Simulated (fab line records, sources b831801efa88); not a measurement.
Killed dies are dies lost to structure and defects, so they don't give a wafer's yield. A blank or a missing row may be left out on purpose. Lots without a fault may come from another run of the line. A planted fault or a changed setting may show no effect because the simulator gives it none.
Chamber matching | flow gf180mcu | GF_V3_CMP_04 on cmp-02: 4 sister chambers
The step polishes SiO2. 4 wafers are shown with their chamber, then 12 later ones without.

WAFERS WITH THEIR CHAMBER
wafer  | chamber | motor_current_A (A)
L089.5 | 1       | 10.6
L090.2 | 2       | 11.8
L090.3 | 3       | 12.9
L090.5 | 0       | 13.1

WAFERS WITHOUT THEIR CHAMBER
wafer  | motor_current_A (A)
L091.2 | 13.5
L091.4 | 12.7
L091.6 | 11.8
L092.2 | 10.3
L092.4 | 13.8
L092.6 | 12.1
L096.4 | 11.8
L096.5 | 12.5
L096.6 | 12.9
L097.1 | 12.1
L097.3 | 12.9
L097.5 | 13.4

WHICH CHAMBER EACH WENT THROUGH
wafer  | from the rows above          | in truth
L091.2 | can't be placed: 0 or 3      | 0
L091.4 | can't be placed: 3 or 0      | 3
L091.6 | 2                            | 2
L092.2 | 1                            | 1
L092.4 | can't be placed: 0 or 3      | 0
L092.6 | can't be placed: 2 or 3      | 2
L096.4 | 2                            | 2
L096.5 | can't be placed: 3 or 0 or 2 | 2
L096.6 | can't be placed: 3 or 0      | 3
L097.1 | can't be placed: 2 or 3      | 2
L097.3 | can't be placed: 3 or 0      | 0
L097.5 | can't be placed: 0 or 3      | 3
Placed correctly: 3 of 12. Can't be placed from these rows: 9 (the true chamber is among the candidates in 9). Placed wrongly: 0.
How it was worked out, from the rows above alone: a wafer's distance from a chamber is the root of the sum, over the readings, of the square of ((its reading less the chamber's mean) divided by the reading's scatter). The wafer belongs to the nearest chamber; if the next one is less than 2 further off, it can't be placed. A chamber's mean is the mean of its shown wafers. The scatter: with one shown wafer a chamber, the root of the mean of the squares of how far each hidden wafer lies from its nearest shown one.
